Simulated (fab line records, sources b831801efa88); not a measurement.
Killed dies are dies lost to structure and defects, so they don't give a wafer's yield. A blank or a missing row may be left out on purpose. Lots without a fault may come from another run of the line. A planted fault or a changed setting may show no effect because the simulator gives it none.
Which tool did it? | flow sfq_line | 7 lots, 20 wafers sampled, at 2 steps of a route of 325

WHAT THE GAUGES READ, wafer by wafer
SFQ_M1_RS_MEAS_909: measures by four-point-probe.
lot  | measured     | on            | M1_NB_RS (ohm/sq)
L978 | day 17 00:46 | film_metro-04 | 0.885 0.884 0.889
L980 | day 17 15:18 | film_metro-03 | 0.905 0.897 0.896
L986 | day 20 15:49 | film_metro-03 | 0.503 0.892
L991 | day 21 03:46 | film_metro-01 | 0.884 0.884 0.880
L994 | day 21 07:32 | film_metro-01 | 0.868 0.857 0.873
L997 | day 21 10:57 | film_metro-01 | 0.904 0.911 0.898
L100 | day 21 14:45 | film_metro-03 | 0.877 0.880 0.887

WHICH TOOL RAN EACH LOT (tool, then ch and the chambers of the sampled wafers, then the start)
lot  | SFQ_TRILAYER_M1_DEP_SPUTTER_037
L978 | pvd_sputter-05, day 17 00:39
L980 | pvd_sputter-03, day 17 15:10
L986 | pvd_sputter-05, day 20 15:41
L991 | pvd_sputter-03, day 21 03:41
L994 | pvd_sputter-03, day 21 07:26
L997 | pvd_sputter-03, day 21 10:52
L100 | pvd_sputter-03, day 21 14:38
- SFQ_TRILAYER_M1_DEP_SPUTTER_037: material Nb, target thk 200 nm, time 133.3 s.

THE ANSWER, worked out from the rows above alone
Rule: what is usual is taken from the lots themselves. Put in order of their means at a reading, lots are off if they are a third of the lots or fewer, leave a main group of 4 or more, and stand apart from it by a gap of 3 or more times the standard deviation of the main group's means; of several such gaps the widest counts. A main group whose means are all the same, to the digits that the tables above print for the reading, isn't used. A lot without any number at a reading at which 4 lots or more have one is off too. The other lots that the step has rows for count as sound.
Off: L986, at SFQ_M1_RS_MEAS_909 (M1_NB_RS). The main group: mean 0.887 ohm/sq, standard deviation 0.013.
A tool fits if, at a process step before that reading, it ran every lot that is off, and no sound lot after the first of them. The gauges at SFQ_M1_RS_MEAS_909 are tried like those tools. One fits: pvd_sputter-05 at SFQ_TRILAYER_M1_DEP_SPUTTER_037. Its last sound lot is L978 (day 17 00:39), its first lot that is off L986 (day 20 15:41): a fault that began between those two fits.

WHAT THE SIMULATOR HAD PUT IN
Process parameter drift: pvd_sputter-05, from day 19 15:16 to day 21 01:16, at SFQ_TRILAYER_M1_DEP_SPUTTER_037. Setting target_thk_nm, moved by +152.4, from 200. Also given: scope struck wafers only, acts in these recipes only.
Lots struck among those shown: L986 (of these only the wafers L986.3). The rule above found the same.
